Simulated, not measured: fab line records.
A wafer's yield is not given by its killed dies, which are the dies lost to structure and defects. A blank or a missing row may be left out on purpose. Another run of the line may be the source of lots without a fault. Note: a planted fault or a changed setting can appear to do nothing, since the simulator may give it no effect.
Which of the tools did it? ; flow gf180mcu ; Sampling: 14 lots, 39 wafers, 3 of 602 route steps

== WHAT THE GAUGES READ, wafer by wafer ==
GF_CONTACT_RS_MEAS_25: a four-point-probe measurement. Usual: CONTACT_W_RS typically reads 0.379 ohm/sq, with standard deviation 0.0049.
lot;measured;on;CONTACT_W_RS (ohm/sq);flag
L209;day 16 03:20;filmMetro-04;0.374 0.370 0.368;
L210;day 16 08:41;filmMetro-04;0.380 0.385 0.385;
L211;day 16 12:48;filmMetro-01;0.379 0.378 0.374;
L213;day 17 16:35;filmMetro-04;0.375 0.372 0.373;
L215;day 18 04:43;filmMetro-01;0.390 0.388 0.379;
L217;day 19 02:55;filmMetro-01;0.371 0.374 0.372;
L218;day 19 12:14;filmMetro-01;0.380 0.378;
L219;day 19 22:25;filmMetro-02;0.383 0.375;
L220;day 20 08:54;filmMetro-02;0.377 0.377;
L226;day 22 09:04;filmMetro-01;0.370 0.375 0.378;
L227;day 23 06:59;filmMetro-01;0.375 0.373 0.378;
L228;day 23 16:04;filmMetro-04;0.373 0.387 0.387;
L229;day 23 18:35;filmMetro-02;0.378 0.376 0.378;
L232;day 24 09:32;filmMetro-02;0.381 0.380 0.376;

GF_CONTACT_THK_MEAS_26: measures by xrf. Usual: CONTACT_W_THK typically reads 297 nm, with standard deviation 5.
lot;measured;on;CONTACT_W_THK (nm);flag
L209;day 16 03:28;filmMetro-04;298 302 302;
L210;day 16 08:48;filmMetro-04;294 290 291;
L211;day 16 12:54;filmMetro-01;298 301 303;
L213;day 17 16:42;filmMetro-04;301 304 301;
L215;day 18 04:49;filmMetro-01;292 291 300;
L217;day 19 03:01;filmMetro-01;310 305 307;
L218;day 19 12:21;filmMetro-01;301 306;
L219;day 19 22:32;filmMetro-02;291 297;
L220;day 20 09:01;filmMetro-02;295 297;
L226;day 22 09:10;filmMetro-01;308 304 302;
L227;day 23 07:06;filmMetro-01;303 300 300;
L228;day 23 16:11;filmMetro-04;299 289 288;
L229;day 23 18:43;filmMetro-02;295 296 295;
L232;day 24 09:39;filmMetro-02;291 291 296;

== WHICH TOOL RAN EACH LOT (tool, then ch and the chambers of the sampled wafers, then the start) ==
lot;GF_CONTACT_STRIP_18
L209;plasmaAsher-01 ch 0,1, day 16 02:50
L210;plasmaAsher-04 ch 0,1, day 16 08:11
L211;plasmaAsher-04 ch 0,1, day 16 12:17
L213;plasmaAsher-04 ch 0,1, day 17 16:05
L215;plasmaAsher-01 ch 0,1, day 18 04:11
L217;plasmaAsher-01 ch 0,1, day 19 02:25
L218;plasmaAsher-01 ch 1, day 19 11:44
L219;plasmaAsher-04 ch 1, day 19 21:53
L220;plasmaAsher-01 ch 1, day 20 08:23
L226;plasmaAsher-01 ch 0,1, day 22 08:32
L227;plasmaAsher-02 ch 0,1, day 23 06:29
L228;plasmaAsher-02 ch 0,1, day 23 15:35
L229;plasmaAsher-02 ch 0,1, day 23 17:59
L232;plasmaAsher-01 ch 0,1, day 24 09:02
- GF_CONTACT_STRIP_18: strips in O2/N2.

== WHAT THE TOOLS THEMSELVES READ (means of the sampled wafers that have a number; where no wafer has one, the mark that the record gives instead) ==
GF_CONTACT_STRIP_18. Usual: chamberPressureMTorr 1500.0 mTorr, standard deviation 1.5; drypumpMotorCurrentA 5.57 A, standard deviation 0.25; heaterPowerW 351 W, standard deviation 28; o2FlowSccm 3000 sccm, standard deviation 8.8; oesProductAu 0.580 a.u., standard deviation 0.0051.
lot;tool;chamberPressureMTorr (mTorr);drypumpMotorCurrentA (A);heaterPowerW (W);o2FlowSccm (sccm);oesProductAu (a.u.);flag
L209;plasmaAsher-01;1500.6;5.74;382;2998;0.581;
L210;plasmaAsher-04;1500.5;5.61;319;3000;0.578;
L211;plasmaAsher-04;1501.0;5.63;321;2990;0.586;
L213;plasmaAsher-04;1500.9;5.49;321;2996;0.575;
L215;plasmaAsher-01;1499.5;5.65;378;3004;0.580;
L217;plasmaAsher-01;1500.9;5.75;384;3001;0.585;
L218;plasmaAsher-01;1499.8;5.53;372;2993;0.577;
L219;plasmaAsher-04;1498.0;5.75;336;3010;0.582;
L220;plasmaAsher-01;1499.5;5.56;380;2989;0.585;
L226;plasmaAsher-01;1499.8;5.76;382;3008;0.585;
L227;plasmaAsher-02;1500.8;5.22;327;2993;0.575;
L228;plasmaAsher-02;1499.7;5.40;348;3004;0.577;
L229;plasmaAsher-02;1500.3;5.21;327;2998;0.580;
L232;plasmaAsher-01;1499.6;5.65;378;3005;0.583;

== THE ANSWER, worked out from the rows above alone ==
Rule: take the mean of a lot's wafers that have a number; if it is more than 3 standard deviations from the usual mean, the lot is off. A lot without any number at a reading at which 4 lots or more have one is off too. Any other lot the step has rows for is counted as sound. After the gauges, taken in route order, come the tools' own readings; for these a lot's mean is taken, as printed above. At the first step where some lot is off, the reading lying furthest off is the one used; lots without a number count as furthest.
Nothing can be told from this: no lot is off at any reading shown.

== WHAT THE SIMULATOR HAD INSERTED ==
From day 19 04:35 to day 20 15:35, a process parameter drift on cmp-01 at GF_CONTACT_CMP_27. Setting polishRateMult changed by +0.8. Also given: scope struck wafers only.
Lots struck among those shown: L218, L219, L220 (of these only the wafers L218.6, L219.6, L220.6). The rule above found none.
